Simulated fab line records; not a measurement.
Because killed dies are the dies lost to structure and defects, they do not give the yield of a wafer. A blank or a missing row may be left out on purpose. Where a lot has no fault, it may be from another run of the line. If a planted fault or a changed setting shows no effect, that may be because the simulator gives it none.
8D (eight disciplines) problem report, filled in by code	flow sky130	the parts of the form that need people (team, actions taken, sign-off) are left out

== 1. PROBLEM STATEMENT ==
At SKY_PAD_OPEN_PROBE_99, killed-at-other averages 38.3 over 9 wafers from 3 lots, while fault-free wafers read 0.4, standard deviation 0.61. Relative to the usual mean, that is a shift of +62 standard deviations.
First observed at day 49 17:26: wafer L998.4, on prober-01. The record holds 39 wafers of 13 lots with a number at this step. By rule, "out" or "out of limits" means more than 4 standard deviations away from the usual mean. All remaining wafers that have a number are taken as sound.

== 2. WHAT THIS IS AND IS NOT ==
question	is	is not
which readings at this step	killed-at-other	killed_at_M4_up, killed-at-front-end, killed-short
which lots	L101, L998, L999	L105, L106, L983, L984, L985, L989, L990, L992, L993, L994
which wafers of those lots	all that have a number	-
read on which tools	prober-01, prober-02	-
when	from day 49 17:26	up to then (24 sound wafers); but 6 sound wafers of L105, L106 came after

== 3. THE SUSPECTS, EACH WITH WHAT RULES IT OUT ==
Counting: any tool at a process step up to the reading is kept as a suspect provided that every lot that is out went through it and no sound lot did after the first of them.
- wet-bench-01 at SKY_CAP2M_CLEAN_17 (cleans in O3/DIW): kept. It ran every lot that is out, first L998 (day 45 02:29), and no sound lot after that; its last sound lot up to then is L994 (day 44 02:45).
Remaining after the count: wet-bench-01 at SKY_CAP2M_CLEAN_17.

== 4. THE CAUSE (what the simulator had put in) ==
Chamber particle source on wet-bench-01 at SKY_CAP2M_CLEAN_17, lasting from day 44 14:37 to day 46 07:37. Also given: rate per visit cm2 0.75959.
After counting, this tool was the only one left.

== 5. THE CHAIN OF EFFECTS, in route order ==
Each row: a reading whose mean over the struck wafers that have a number lies more than 3 standard deviations from the usual. Only readings for which the record gives a usual standard deviation are gone through. hours: the time from each lot's start at the first step in this table that gives one to its start at this step, as a median over the lots. sigmas: the change in usual standard deviations.
hours	step	reading	usual	on struck wafers	change	sigmas
0	SKY_PAD_OPEN_PROBE_99	defect-limited-yield	82.5 %	75.2	-7.3	-3.6
0	SKY_PAD_OPEN_PROBE_99	killed-at-other	0.4	38.3	+37.9	+62
0	SKY_PAD_OPEN_PROBE_99	killed-dies	86	122	+36	+3.7
0	SKY_PAD_OPEN_PROBE_99	sort_bin_3_pad_short	0.9 %	2.5	+1.6	+3.9
0	SKY_PAD_OPEN_PROBE_99	sort_bin_5_function	10.4 %	15.1	+4.7	+3.3
0	SKY_PAD_OPEN_PROBE_99	sort-n-pass	406	370	-36	-3.7
0	SKY_PAD_OPEN_PROBE_99	sort-yield-pct	82.5 %	75.2	-7.3	-3.6
Its process steps:
- SKY_PAD_OPEN_PROBE_99

== 6. WHAT WOULD HAVE CAUGHT IT SOONER ==
First out-of-limits reading in this record: day 49 17:26, which is 123 hours after fault onset at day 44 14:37.
By day 49 17:26 the whole set of lots that are out, 3 in number, had already begun SKY_CAP2M_CLEAN_17 on wet-bench-01. None of them would have been spared by holding the tool at that moment.
